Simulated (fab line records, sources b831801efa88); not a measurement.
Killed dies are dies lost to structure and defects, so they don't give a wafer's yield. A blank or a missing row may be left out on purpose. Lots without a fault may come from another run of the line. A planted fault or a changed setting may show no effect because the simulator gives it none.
fab line records | flow sky130
record lots=6 wafers=18 last_day=50
route steps=708 shown SD_P@327 RES_XHIGH@332 PAD_OPEN@708
lots that met no fault: from a run of the same line without faults
start_h: hours from the record's first day to the start of the lot's first wafer shown | wait_h: hours since the lot's step before | " the same as in the row above | L1.1+2: a row that stands for several wafers | - no value, or no start given | * or withheld: withheld | < > ~ a bound
route shown NAME@n: a module of which the file shows steps, and the number in the route of the first | usual: mean/standard deviation of fault-free wafers | same: alike in all rows | chamber/n: place in a boat | sites: the reading at each site | _std_site: their standard deviation | _edge_site: outer sites' mean less inner sites' | radius_mm: how far each site lies from the wafer's centre | mask NAME#n: copy n | behind: the tool/chamber that last shaped the wafer | hold: why the lot was held/for how many hours/how that ended | device: the transistor (n, p or np) that didn't switch | end of line: the same wafers' tests at the end of the route | a step without rows: its recipe alone | killed: dies lost to structure and defects at the first sort, not the wafer's yield | map: a wafer's dies, x killed, . not, _ none there
set.NAME: the setting as run; set.NAME@STEP: as run at that earlier step | model.NAME: the simulator's own value behind a step, which no gauge read
lots at some steps of the route; a table a step, a row a wafer
services: from which hour (start_h, from the record's first day; less than 0 if before it) a tool's chamber was out of use, for how many hours, and why
## steps
# step SKY_SD_P_CD_MEAS_07
# recipe target_cd_nm=380
# usual cd_nm=379.5/2.5
# columns lot.wafer tool chamber start_h wait_h cd_nm
L725.2 cd_sem-01 - 661.25 0.1 375.5
L725.3 " - " " 376.2
L725.5 " - " " 376.9
L729.1 cd_sem-01 - 672.23 0.1 378.4
L729.2 " - " " 381.6
L729.5 " - " " 377.2
L731.2 cd_sem-02 - 719.25 0.1 377.3
L731.3 " - " " 379.0
L731.5 " - " " 379.7
L735.1 cd_sem-01 - 723.03 0.1 378.7
L735.2 " - " " 378.9
L735.6 " - " " 379.1
L739.2 cd_sem-01 - 753.85 0.1 380.2
L739.5 " - " " 380.2
L739.6 " - " " 380.2
L742.1 cd_sem-02 - 778.28 0.1 379.0
L742.3 " - " " 380.3
L742.4 " - " " 379.0
# step SKY_SD_P_OVL_MEAS_08
# usual SD_P_OVL=1.0/1.8
# columns lot.wafer tool chamber start_h wait_h SD_P_OVL[nm]
L725.2 overlay-02 - 661.35 0.1 -2.7
L725.3 " - " " -2.4
L725.5 " - " " -1.6
L729.1 overlay-02 - 672.35 0.1 0.1
L729.2 " - " " 0.0
L729.5 " - " " 3.4
L731.2 overlay-02 - 719.35 0.1 1.7
L731.3 " - " " 1.8
L731.5 " - " " 1.9
L735.1 overlay-02 - 723.15 0.1 1.6
L735.2 " - " " 0.7
L735.6 " - " " 2.1
L739.2 overlay-02 - 753.95 0.1 -0.5
L739.5 " - " " -2.9
L739.6 " - " " -1.7
L742.1 overlay-02 - 778.40 0.1 2.5
L742.3 " - " " 1.9
L742.4 " - " " 0.2
# step SKY_SD_P_IMPLANT_09
# recipe species=BF2 energy_kev=20.34 dose_cm2=3e+15 tilt_deg=0
# step SKY_SD_P_STRIP_10
# recipe chemistry=O2/N2 power_w=1400 pressure_mtorr=1500 platen_temp_c=withheld o2_flow_sccm=3000 n2_flow_sccm=300 overash_fraction=0.5
# usual drypump_motor_current_A=5.5/0.46 oes_product_au=0.616/0.0044 strip_time_to_endpoint_s=17.56/0.039
# columns lot.wafer tool chamber start_h wait_h drypump_motor_current_A oes_product_au rf_hours_counter_h strip_time_to_endpoint_s
L725.2 plasma_asher-02 0 661.53 0.1 5.1 0.615 21 17.58
L725.3 " 1 " " 5.4 0.605 - 17.59
L725.5 " 1 " " 5.4 0.616 - 17.59
L729.1 plasma_asher-01 0 672.54 0.1 5.7 0.613 99 17.54
L729.2 " 1 " " 4.9 0.619 99 17.52
L729.5 " 0 " " 5.7 0.621 - 17.58
L731.2 plasma_asher-02 0 719.53 0.1 5.1 0.616 27 17.62
L731.3 " 1 " " 5.4 0.608 - 17.61
L731.5 " 0 " " 5.1 0.617 - 17.62
L735.1 plasma_asher-01 1 723.34 0.1 4.9 0.624 103 17.59
L735.2 " 0 " " 5.7 0.617 103 17.59
L735.6 " 0 " " 5.8 0.612 - 17.56
L739.2 plasma_asher-01 0 754.13 0.1 5.8 0.620 1 17.57
L739.5 " 0 " " 5.8 0.620 - 17.57
L739.6 " 1 " " 4.9 0.614 - 17.59
L742.1 plasma_asher-04 0 778.58 0.1 6.1 0.618 97 17.51
L742.3 " 1 " " 6.2 0.622 - 17.53
L742.4 " 0 " " 6.1 0.622 - 17.49
# step SKY_SD_P_TW_MEAS_11
# usual SD_P_TW=2876/24
# columns lot.wafer tool chamber start_h wait_h SD_P_TW
L725.2 film_metro-01 - 661.64 0.1 2942
L725.3 " - " " 2954
L725.5 " - " " 2928
L729.1 film_metro-03 - 672.64 0.1 2857
L729.2 " - " " 2852
L729.5 " - " " 2834
L731.2 film_metro-02 - 719.64 0.1 2869
L731.3 " - " " 2887
L731.5 " - " " 2860
L735.1 film_metro-01 - 723.44 0.1 2888
L735.2 " - " " 2879
L735.6 " - " " 2887
L739.2 film_metro-02 - 754.24 0.1 2885
L739.5 " - " " 2875
L739.6 " - " " 2880
L742.1 film_metro-02 - 778.68 0.1 2861
L742.3 " - " " 2866
L742.4 " - " " 2860
# step SKY_RES_XHIGH_DEHYDRATE_00
# recipe temp_c=200 time_s=60
# step SKY_RES_XHIGH_HMDS_01
# recipe prime_time_s=60 prime_temp_c=120
# step SKY_RES_XHIGH_COAT_02
# recipe resist=NOVOLAK spin_rpm=3000 resist_thk_nm=1140
# step SKY_RES_XHIGH_SOFTBAKE_03
# recipe temp_c=90 time_s=60 resist=NOVOLAK
# step SKY_RES_XHIGH_EXPOSE_04
# recipe mask_id=URPM na=0.6 source_shape=conventional sigma_outer=0.6 polarization=unpolarized target_cd_nm=1270 dose_mj=140
# step SKY_RES_XHIGH_PEB_05
# recipe temp_c=withheld time_s=* resist=NOVOLAK
# step SKY_RES_XHIGH_DEVELOP_06
# recipe resist=NOVOLAK developer=TMAH develop_time_s=60 dev_temp_c=23
# step SKY_RES_XHIGH_IMPLANT_07
# recipe species=BF2 energy_kev=20 dose_cm2=3.6e+14 tilt_deg=0
# usual beam_energy_keV=19.999/0.0059 beam_on_s=38/3.8
# columns lot.wafer tool chamber start_h wait_h beam_energy_keV beam_on_s model.implant.rp_nm model.implant.drp_nm
L725.2 implanter-03 0 689.30 0.1 19.999 37 17.3 9.746
L725.3 " 0 " " 19.995 37 17.3 9.746
L725.5 " 0 " " 19.995 36 17.3 9.746
L729.1 implanter-04 0 701.28 0.1 19.998 43 16.76 9.746
L729.2 " 0 " " 20.005 42 16.76 9.746
L729.5 " 0 " " 20.004 42 16.76 9.746
L731.2 implanter-04 0 747.62 0.1 18.881 47 17.2 9.359
L731.3 " 0 " " 18.879 46 17.2 9.359
L731.5 " 0 " " 18.869 47 17.2 9.359
L735.1 implanter-04 0 751.18 0.1 18.881 45 16.24 9.359
L735.2 " 0 " " 18.876 45 16.24 9.359
L735.6 " 0 " " 18.882 47 16.24 9.359
L739.2 implanter-03 0 780.35 0.1 20.001 37 17.21 9.746
L739.5 " 0 " " 19.998 38 17.21 9.746
L739.6 " 0 " " 20.002 36 17.21 9.746
L742.1 implanter-03 0 805.33 0.1 19.994 38 17.79 9.746
L742.3 " 0 " " 19.993 38 17.79 9.746
L742.4 " 0 " " 20.002 38 17.79 9.746
# step SKY_RES_XHIGH_STRIP_08
# recipe chemistry=O2/N2 power_w=1400 pressure_mtorr=1500 platen_temp_c=withheld o2_flow_sccm=3000 n2_flow_sccm=300 overash_fraction=0.5
# usual drypump_motor_current_A=5.4/0.35 oes_product_au=0.711/0.0044 strip_time_to_endpoint_s=14.27/0.036
# columns lot.wafer tool chamber start_h wait_h drypump_motor_current_A oes_product_au rf_hours_counter_h strip_time_to_endpoint_s
L725.2 plasma_asher-01 0 689.43 0.1 5.7 0.711 100 14.31
L725.3 " 0 " " 5.7 0.709 - 14.27
L725.5 " 1 " " 4.9 0.714 - 14.28
L729.1 plasma_asher-01 1 701.43 0.1 4.9 0.712 101 14.23
L729.2 " 0 " " 5.7 0.712 101 14.25
L729.5 " 0 " " 5.8 0.709 - 14.30
L731.2 plasma_asher-02 1 747.75 0.1 5.4 0.710 30 14.27
L731.3 " 0 " " 5.1 0.715 - 14.26
L731.5 " 1 " " 5.4 0.715 - 14.26
L735.1 plasma_asher-01 0 751.33 0.1 5.7 0.711 1 14.26
L735.2 " 1 " " 4.9 0.702 1 14.20
L735.6 " 1 " " 4.9 0.704 - 14.25
L739.2 plasma_asher-03 1 780.48 0.1 5.9 0.709 66 14.27
L739.5 " 0 " " 5.3 0.712 - 14.27
L739.6 " 1 " " 5.9 0.718 - 14.29
L742.1 plasma_asher-02 0 805.48 0.1 5.1 0.711 35 14.28
L742.3 " 0 " " 5.1 0.717 - 14.25
L742.4 " 1 " " 5.4 0.716 - 14.26
# step SKY_PAD_OPEN_PROBE_99
# usual killed_at_M0_to_M3=44/7.4 killed_at_M4_up=3.2/2 killed_at_contacts=24/5.1 killed_at_front_end=15/4.8 killed_at_other=0.2/0.46 killed_dies=86/10 killed_open=47/7.5 killed_short=39/7
# same gross_dies=492 killed_at_back_side=0
# columns lot.wafer tool chamber start_h wait_h killed_at_M0_to_M3 killed_at_M4_up killed_at_contacts killed_at_front_end killed_at_other killed_dies killed_open killed_short
L729.1 prober-02 - 1135.42 0.1 50 3 27 23 1 104 64 40
L729.2 prober-02 - 1135.47 0.1 44 4 35 8 1 92 55 37
L729.5 prober-02 - 1135.62 0.2 39 1 25 11 0 76 34 42
L742.1 prober-02 - 1211.83 0.1 38 3 13 12 1 67 36 31
L742.3 prober-02 - 1211.93 0.2 57 4 23 12 1 97 53 44
L742.4 prober-02 - 1211.98 0.2 38 4 19 12 0 73 35 38
# killed by level:class
L729.1 VIA1:geometric_particle:open=15 CONTACT:geometric_particle:open=10 LI_CONTACT:geometric_particle:open=10 VIA2:geometric_particle:open=8 VIA1:geometric_particle:short=7 FIELD_ISO:geometric_particle:short=4 FIELD_ISO:geometric_particle:open=4 POLY_GATE:geometric_particle:short=4
L729.2 CONTACT:geometric_particle:open=12 VIA1:geometric_particle:open=11 VIA3:geometric_particle:open=9 METAL2:geometric_particle:short=9 LI_CONTACT:geometric_particle:open=7 LOCAL_INTERCONNECT:geometric_particle:short=6 CONTACT:geometric_particle:short=6 METAL1:geometric_particle:short=5
L729.5 LOCAL_INTERCONNECT:geometric_particle:short=7 CONTACT:geometric_particle:open=7 FIELD_ISO:geometric_particle:short=6 VIA2:geometric_particle:open=6 LI_CONTACT:geometric_particle:open=5 METAL2:geometric_particle:short=5 VIA3:geometric_particle:open=5 METAL1:geometric_particle:short=4
L742.1 VIA1:geometric_particle:open=9 CONTACT:geometric_particle:open=7 METAL1:geometric_particle:short=6 VIA3:geometric_particle:open=6 METAL2:geometric_particle:short=5 VIA2:geometric_particle:open=5 POLY_GATE:geometric_particle:open=4 POLY_GATE:geometric_particle:short=3
L742.3 VIA1:geometric_particle:open=14 VIA3:geometric_particle:short=8 METAL2:geometric_particle:short=7 VIA3:geometric_particle:open=7 CONTACT:geometric_particle:open=6 LI_CONTACT:geometric_particle:open=5 CONTACT:geometric_particle:short=5 METAL1:geometric_particle:open=5
L742.4 METAL1:geometric_particle:short=6 VIA1:geometric_particle:open=6 CONTACT:geometric_particle:short=6 CONTACT:geometric_particle:open=6 VIA1:geometric_particle:short=6 VIA3:geometric_particle:open=6 METAL2:geometric_particle:short=5 FIELD_ISO:geometric_particle:open=4
## services
# columns tool chamber start_h hours kind
implanter-03 - 723.11 4.1 pm
plasma_asher-01 - 733.75 9.0 pm
plasma_asher-01 0 733.75 9.0 vent_cycle
plasma_asher-01 1 733.75 9.0 vent_cycle
plasma_asher-01 0 742.75 - clean
plasma_asher-01 1 742.75 - clean
implanter-04 - 782.90 2.2 repair
plasma_asher-04 - 791.32 0.8 repair
implanter-04 - 794.93 14.5 repair
implanter-04 - 802.96 4.8 repair
## key
first_sign step=SKY_RES_XHIGH_IMPLANT_07 reading=beam_energy_keV direction=down sigmas=99+ usual=* struck=*
effect step=SKY_RES_XHIGH_IMPLANT_07 reading=beam_on_s direction=up sigmas=2.2 usual=38 struck=46
model_effect step=SKY_RES_XHIGH_IMPLANT_07 value=implant.rp_nm without=17.49 struck=16.72
met_at SKY_RES_XHIGH_IMPLANT_07
struck_wafers L731.2,L731.3,L731.5,L735.1,L735.2,L735.6
tester_left_out L731,L735
onset_between 701.28 747.62
fault kind=process_parameter_drift tool=implanter-04 chamber=- onset_h=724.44 steps=SKY_RES_XHIGH_IMPLANT_07 channel=energy_kev offset=* shape=step end_h=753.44 acts_in=* stated=*
# tester_left_out: of these lots the tester's yield and bins aren't shown, on N5 and GAA mostly nor the transistor test; their killed dies are dies lost to structure and defects alone, not to doping, threshold or leakage, so they don't give the yield
